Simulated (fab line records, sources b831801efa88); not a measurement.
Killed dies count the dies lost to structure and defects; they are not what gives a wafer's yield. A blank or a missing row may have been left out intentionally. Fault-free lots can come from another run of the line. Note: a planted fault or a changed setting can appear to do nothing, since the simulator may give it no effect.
fab line records / flow sky130
record lots=14 wafers=42 last_day=50
route steps=708 shown NWELL@66
lots that met no fault: taken from a fault-free run of the same line
start_h: hours from the record's first day to the start of the lot's first wafer shown / wait_h: how many hours have passed since the lot's step before this one / " same as the row above / L1.1+2: a row that stands for several wafers / - no value present, or no start provided / * or withheld: withheld / < > ~ a bound
route shown NAME@n: names a module that has steps shown in the file, with the first one's number in the route / usual: average and standard deviation across the fault-free wafers / same: alike in all rows / chamber/n: place in a boat / sites: readings site by site / _std_site: standard deviation of those values / _edge_site: inner sites' mean taken away from outer sites' mean / radius_mm: how far each site lies from the wafer's centre / mask NAME#n: copy n / behind: the last tool/chamber to shape the wafer / hold: the reason the lot was held/the length of the hold in hours/how it ended / device: which transistor (n, p or np) failed to switch / end of line: the route-end tests of the same wafers / a step without rows: its recipe alone / killed: at the first sort, the dies lost to defects and structure; wafer yield is something else / map: the dies of a wafer, with x for killed, . for not killed, _ for no die there
set.NAME: the setting the step ran with; set.NAME@STEP: the setting that earlier step ran with / model.NAME: the simulator's own value behind a step, which no gauge read
a sample of lots followed through the steps of the route, with each step as a table and each wafer as a row
services: the hour from which a tool's chamber was out of use, counted from the record's first day as start_h (under 0 if before that day), plus the number of hours and why
## steps
# step SKY_NWELL_IMPLANT_13
# recipe species=P energy_kev=50 dose_cm2=7e+11 tilt_deg=withheld
# usual beam_energy_keV=49.999/0.015 dose_ions_cm2=6.999e+11/7.3e+08 faraday_current_uA=3.94/0.076
lot.wafer=L851.3 tool=implanter-03 chamber=0 start_h=95.46 wait_h=0.1 beam_energy_keV=49.978 dose_ions_cm2=6.998e+11 faraday_current_uA=3.94
lot.wafer=L851.5 tool=implanter-03 chamber=0 start_h=95.46 wait_h=0.1 beam_energy_keV=50.004 dose_ions_cm2=6.994e+11 faraday_current_uA=3.85
lot.wafer=L851.6 tool=implanter-03 chamber=0 start_h=95.46 wait_h=0.1 beam_energy_keV=50.005 dose_ions_cm2=7.006e+11 faraday_current_uA=3.91
lot.wafer=L852.1 tool=implanter-02 chamber=0 start_h=98.83 wait_h=0.1 beam_energy_keV=50.000 dose_ions_cm2=6.999e+11 faraday_current_uA=3.93
lot.wafer=L852.2 tool=implanter-02 chamber=0 start_h=98.83 wait_h=0.1 beam_energy_keV=49.970 dose_ions_cm2=6.997e+11 faraday_current_uA=3.93
lot.wafer=L852.5 tool=implanter-02 chamber=0 start_h=98.83 wait_h=0.1 beam_energy_keV=49.989 dose_ions_cm2=6.986e+11 faraday_current_uA=3.78
lot.wafer=L853.1 tool=implanter-04 chamber=0 start_h=103.03 wait_h=0.1 beam_energy_keV=50.012 dose_ions_cm2=7.012e+11 faraday_current_uA=4.14
lot.wafer=L853.2 tool=implanter-04 chamber=0 start_h=103.03 wait_h=0.1 beam_energy_keV=49.997 dose_ions_cm2=7.004e+11 faraday_current_uA=4.01
lot.wafer=L853.3 tool=implanter-04 chamber=0 start_h=103.03 wait_h=0.1 beam_energy_keV=50.022 dose_ions_cm2=7.005e+11 faraday_current_uA=3.86
lot.wafer=L855.3 tool=implanter-03 chamber=0 start_h=114.03 wait_h=0.1 beam_energy_keV=50.005 dose_ions_cm2=6.99e+11 faraday_current_uA=3.85
lot.wafer=L855.4 tool=implanter-03 chamber=0 start_h=114.03 wait_h=0.1 beam_energy_keV=49.979 dose_ions_cm2=7.007e+11 faraday_current_uA=3.96
lot.wafer=L855.5 tool=implanter-03 chamber=0 start_h=114.03 wait_h=0.1 beam_energy_keV=49.995 dose_ions_cm2=6.999e+11 faraday_current_uA=3.90
lot.wafer=L856.1 tool=implanter-04 chamber=0 start_h=122.41 wait_h=0.1 beam_energy_keV=50.034 dose_ions_cm2=7.004e+11 faraday_current_uA=3.80
lot.wafer=L856.2 tool=implanter-04 chamber=0 start_h=122.41 wait_h=0.1 beam_energy_keV=50.022 dose_ions_cm2=7.001e+11 faraday_current_uA=3.96
lot.wafer=L856.3 tool=implanter-04 chamber=0 start_h=122.41 wait_h=0.1 beam_energy_keV=50.010 dose_ions_cm2=6.999e+11 faraday_current_uA=3.86
lot.wafer=L858.1 tool=implanter-02 chamber=0 start_h=129.66 wait_h=0.1 beam_energy_keV=50.023 dose_ions_cm2=6.988e+11 faraday_current_uA=3.95
lot.wafer=L858.2 tool=implanter-02 chamber=0 start_h=129.66 wait_h=0.1 beam_energy_keV=50.026 dose_ions_cm2=6.998e+11 faraday_current_uA=3.87
lot.wafer=L858.4 tool=implanter-02 chamber=0 start_h=129.66 wait_h=0.1 beam_energy_keV=49.990 dose_ions_cm2=6.995e+11 faraday_current_uA=3.97
lot.wafer=L859.1 tool=implanter-02 chamber=0 start_h=136.13 wait_h=0.1 beam_energy_keV=50.002 dose_ions_cm2=7e+11 faraday_current_uA=3.90
lot.wafer=L859.3 tool=implanter-02 chamber=0 start_h=136.13 wait_h=0.1 beam_energy_keV=50.033 dose_ions_cm2=6.996e+11 faraday_current_uA=3.93
lot.wafer=L859.4 tool=implanter-02 chamber=0 start_h=136.13 wait_h=0.1 beam_energy_keV=50.000 dose_ions_cm2=7.002e+11 faraday_current_uA=3.98
lot.wafer=L860.1 tool=implanter-02 chamber=0 start_h=143.64 wait_h=0.1 beam_energy_keV=50.003 dose_ions_cm2=6.987e+11 faraday_current_uA=3.95
lot.wafer=L860.2 tool=implanter-02 chamber=0 start_h=143.64 wait_h=0.1 beam_energy_keV=50.002 dose_ions_cm2=6.999e+11 faraday_current_uA=3.98
lot.wafer=L860.6 tool=implanter-02 chamber=0 start_h=143.64 wait_h=0.1 beam_energy_keV=49.981 dose_ions_cm2=7e+11 faraday_current_uA=3.91
lot.wafer=L866.2 tool=implanter-02 chamber=0 start_h=179.12 wait_h=0.1 beam_energy_keV=49.999 dose_ions_cm2=5.072e+11 faraday_current_uA=2.82
lot.wafer=L866.3 tool=implanter-02 chamber=0 start_h=179.12 wait_h=0.1 beam_energy_keV=50.013 dose_ions_cm2=5.076e+11 faraday_current_uA=2.79
lot.wafer=L866.6 tool=implanter-02 chamber=0 start_h=179.12 wait_h=0.1 beam_energy_keV=49.992 dose_ions_cm2=5.077e+11 faraday_current_uA=2.83
lot.wafer=L868.2 tool=implanter-02 chamber=0 start_h=190.68 wait_h=0.1 beam_energy_keV=49.984 dose_ions_cm2=5.09e+11 faraday_current_uA=2.83
lot.wafer=L868.5 tool=implanter-02 chamber=0 start_h=190.68 wait_h=0.1 beam_energy_keV=49.991 dose_ions_cm2=5.083e+11 faraday_current_uA=2.87
lot.wafer=L868.6 tool=implanter-02 chamber=0 start_h=190.68 wait_h=0.1 beam_energy_keV=49.992 dose_ions_cm2=5.088e+11 faraday_current_uA=2.87
lot.wafer=L870.2 tool=implanter-04 chamber=0 start_h=202.15 wait_h=0.1 beam_energy_keV=50.018 dose_ions_cm2=7.003e+11 faraday_current_uA=3.93
lot.wafer=L870.4 tool=implanter-04 chamber=0 start_h=202.15 wait_h=0.1 beam_energy_keV=50.007 dose_ions_cm2=6.997e+11 faraday_current_uA=4.00
lot.wafer=L870.5 tool=implanter-04 chamber=0 start_h=202.15 wait_h=0.1 beam_energy_keV=50.014 dose_ions_cm2=6.995e+11 faraday_current_uA=4.05
lot.wafer=L871.2 tool=implanter-04 chamber=0 start_h=206.48 wait_h=0.1 beam_energy_keV=50.031 dose_ions_cm2=6.999e+11 faraday_current_uA=3.93
lot.wafer=L871.4 tool=implanter-04 chamber=0 start_h=206.48 wait_h=0.1 beam_energy_keV=49.983 dose_ions_cm2=7.005e+11 faraday_current_uA=3.93
lot.wafer=L871.6 tool=implanter-04 chamber=0 start_h=206.48 wait_h=0.1 beam_energy_keV=50.014 dose_ions_cm2=7.001e+11 faraday_current_uA=4.02
lot.wafer=L872.4 tool=implanter-04 chamber=0 start_h=215.53 wait_h=0.1 beam_energy_keV=50.018 dose_ions_cm2=7.004e+11 faraday_current_uA=4.04
lot.wafer=L872.5 tool=implanter-04 chamber=0 start_h=215.53 wait_h=0.1 beam_energy_keV=50.008 dose_ions_cm2=6.996e+11 faraday_current_uA=3.80
lot.wafer=L872.6 tool=implanter-04 chamber=0 start_h=215.53 wait_h=0.1 beam_energy_keV=50.009 dose_ions_cm2=6.987e+11 faraday_current_uA=3.93
lot.wafer=L873.1 tool=implanter-03 chamber=0 start_h=223.29 wait_h=0.1 beam_energy_keV=50.006 dose_ions_cm2=6.991e+11 faraday_current_uA=3.90
lot.wafer=L873.4 tool=implanter-03 chamber=0 start_h=223.29 wait_h=0.1 beam_energy_keV=50.004 dose_ions_cm2=6.994e+11 faraday_current_uA=4.00
lot.wafer=L873.5 tool=implanter-03 chamber=0 start_h=223.29 wait_h=0.1 beam_energy_keV=50.010 dose_ions_cm2=7.001e+11 faraday_current_uA=4.03
# step SKY_NWELL_RS_MEAS_29
# recipe thk_meas_gauge=four-point-probe
# usual NWELL_RS=624.5/1.7
lot.wafer=L851.3 tool=film_metro-04 chamber=- start_h=113.48 wait_h=0.1 NWELL_RS[ohm/sq]=627.9
lot.wafer=L851.5 tool=film_metro-04 chamber=- start_h=113.48 wait_h=0.1 NWELL_RS[ohm/sq]=624.6
lot.wafer=L851.6 tool=film_metro-04 chamber=- start_h=113.48 wait_h=0.1 NWELL_RS[ohm/sq]=625.0
lot.wafer=L852.1 tool=film_metro-01 chamber=- start_h=117.26 wait_h=0.1 NWELL_RS[ohm/sq]=624.6
lot.wafer=L852.2 tool=film_metro-01 chamber=- start_h=117.26 wait_h=0.1 NWELL_RS[ohm/sq]=625.2
lot.wafer=L852.5 tool=film_metro-01 chamber=- start_h=117.26 wait_h=0.1 NWELL_RS[ohm/sq]=621.9
lot.wafer=L853.1 tool=film_metro-01 chamber=- start_h=121.85 wait_h=0.1 NWELL_RS[ohm/sq]=624.4
lot.wafer=L853.2 tool=film_metro-01 chamber=- start_h=121.85 wait_h=0.1 NWELL_RS[ohm/sq]=624.9
lot.wafer=L853.3 tool=film_metro-01 chamber=- start_h=121.85 wait_h=0.1 NWELL_RS[ohm/sq]=623.1
lot.wafer=L855.3 tool=film_metro-01 chamber=- start_h=134.24 wait_h=0.1 NWELL_RS[ohm/sq]=623.8
lot.wafer=L855.4 tool=film_metro-01 chamber=- start_h=134.24 wait_h=0.1 NWELL_RS[ohm/sq]=623.5
lot.wafer=L855.5 tool=film_metro-01 chamber=- start_h=134.24 wait_h=0.1 NWELL_RS[ohm/sq]=625.0
lot.wafer=L856.1 tool=film_metro-04 chamber=- start_h=142.82 wait_h=0.1 NWELL_RS[ohm/sq]=624.8
lot.wafer=L856.2 tool=film_metro-04 chamber=- start_h=142.82 wait_h=0.1 NWELL_RS[ohm/sq]=624.3
lot.wafer=L856.3 tool=film_metro-04 chamber=- start_h=142.82 wait_h=0.1 NWELL_RS[ohm/sq]=623.7
lot.wafer=L858.1 tool=film_metro-04 chamber=- start_h=150.59 wait_h=0.1 NWELL_RS[ohm/sq]=624.5
lot.wafer=L858.2 tool=film_metro-04 chamber=- start_h=150.59 wait_h=0.1 NWELL_RS[ohm/sq]=622.9
lot.wafer=L858.4 tool=film_metro-04 chamber=- start_h=150.59 wait_h=0.1 NWELL_RS[ohm/sq]=624.8
lot.wafer=L859.1 tool=film_metro-03 chamber=- start_h=157.28 wait_h=0.1 NWELL_RS[ohm/sq]=623.3
lot.wafer=L859.3 tool=film_metro-03 chamber=- start_h=157.28 wait_h=0.1 NWELL_RS[ohm/sq]=623.6
lot.wafer=L859.4 tool=film_metro-03 chamber=- start_h=157.28 wait_h=0.1 NWELL_RS[ohm/sq]=625.1
lot.wafer=L860.1 tool=film_metro-01 chamber=- start_h=164.69 wait_h=0.1 NWELL_RS[ohm/sq]=624.7
lot.wafer=L860.2 tool=film_metro-01 chamber=- start_h=164.69 wait_h=0.1 NWELL_RS[ohm/sq]=624.3
lot.wafer=L860.6 tool=film_metro-01 chamber=- start_h=164.69 wait_h=0.1 NWELL_RS[ohm/sq]=623.7
lot.wafer=L866.2 tool=film_metro-03 chamber=- start_h=201.08 wait_h=0.1 NWELL_RS[ohm/sq]=632.3
lot.wafer=L866.3 tool=film_metro-03 chamber=- start_h=201.08 wait_h=0.1 NWELL_RS[ohm/sq]=631.9
lot.wafer=L866.6 tool=film_metro-03 chamber=- start_h=201.08 wait_h=0.1 NWELL_RS[ohm/sq]=630.0
lot.wafer=L868.2 tool=film_metro-01 chamber=- start_h=212.92 wait_h=0.1 NWELL_RS[ohm/sq]=631.8
lot.wafer=L868.5 tool=film_metro-01 chamber=- start_h=212.92 wait_h=0.1 NWELL_RS[ohm/sq]=629.7
lot.wafer=L868.6 tool=film_metro-01 chamber=- start_h=212.92 wait_h=0.1 NWELL_RS[ohm/sq]=630.7
lot.wafer=L870.2 tool=film_metro-01 chamber=- start_h=225.41 wait_h=0.1 NWELL_RS[ohm/sq]=622.0
lot.wafer=L870.4 tool=film_metro-01 chamber=- start_h=225.41 wait_h=0.1 NWELL_RS[ohm/sq]=624.1
lot.wafer=L870.5 tool=film_metro-01 chamber=- start_h=225.41 wait_h=0.1 NWELL_RS[ohm/sq]=623.2
lot.wafer=L871.2 tool=film_metro-01 chamber=- start_h=229.51 wait_h=0.1 NWELL_RS[ohm/sq]=627.2
lot.wafer=L871.4 tool=film_metro-01 chamber=- start_h=229.51 wait_h=0.1 NWELL_RS[ohm/sq]=628.0
lot.wafer=L871.6 tool=film_metro-01 chamber=- start_h=229.51 wait_h=0.1 NWELL_RS[ohm/sq]=625.8
lot.wafer=L872.4 tool=film_metro-03 chamber=- start_h=238.95 wait_h=0.1 NWELL_RS[ohm/sq]=626.3
lot.wafer=L872.5 tool=film_metro-03 chamber=- start_h=238.95 wait_h=0.1 NWELL_RS[ohm/sq]=624.7
lot.wafer=L872.6 tool=film_metro-03 chamber=- start_h=238.95 wait_h=0.1 NWELL_RS[ohm/sq]=625.8
lot.wafer=L873.1 tool=film_metro-01 chamber=- start_h=246.31 wait_h=0.1 NWELL_RS[ohm/sq]=627.6
lot.wafer=L873.4 tool=film_metro-01 chamber=- start_h=246.31 wait_h=0.1 NWELL_RS[ohm/sq]=626.8
lot.wafer=L873.5 tool=film_metro-01 chamber=- start_h=246.31 wait_h=0.1 NWELL_RS[ohm/sq]=627.0
## services
tool=implanter-02 chamber=- start_h=94.93 hours=1.2 kind=repair
tool=implanter-03 chamber=- start_h=112.31 hours=1.0 kind=repair
tool=implanter-03 chamber=- start_h=137.06 hours=8.1 kind=repair
tool=implanter-02 chamber=- start_h=152.66 hours=5.6 kind=repair
tool=implanter-04 chamber=- start_h=167.36 hours=1.0 kind=repair
## key
first_sign step=SKY_NWELL_IMPLANT_13 reading=dose_ions_cm2 direction=down sigmas=99+ usual=* struck=*
effect step=SKY_NWELL_IMPLANT_13 reading=faraday_current_uA direction=down sigmas=15 usual=3.94 struck=2.83
effect step=SKY_NWELL_RS_MEAS_29 reading=NWELL_RS direction=up sigmas=3.7 usual=624.5 struck=631.1
met_at SKY_NWELL_IMPLANT_13
struck_lots L866,L868
tester_left_out L866,L868
onset_between 143.64 179.12
fault kind=process_parameter_drift tool=implanter-02 chamber=- onset_h=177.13 steps=SKY_NWELL_IMPLANT_13 channel=dose_cm2 offset=* shape=step end_h=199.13 acts_in=* stated=*
# tester_left_out: of these lots the tester's yield and bins aren't shown, on N5 and GAA mostly nor the transistor test; their killed dies are dies lost to structure and defects alone, not to doping, threshold or leakage, so they don't give the yield
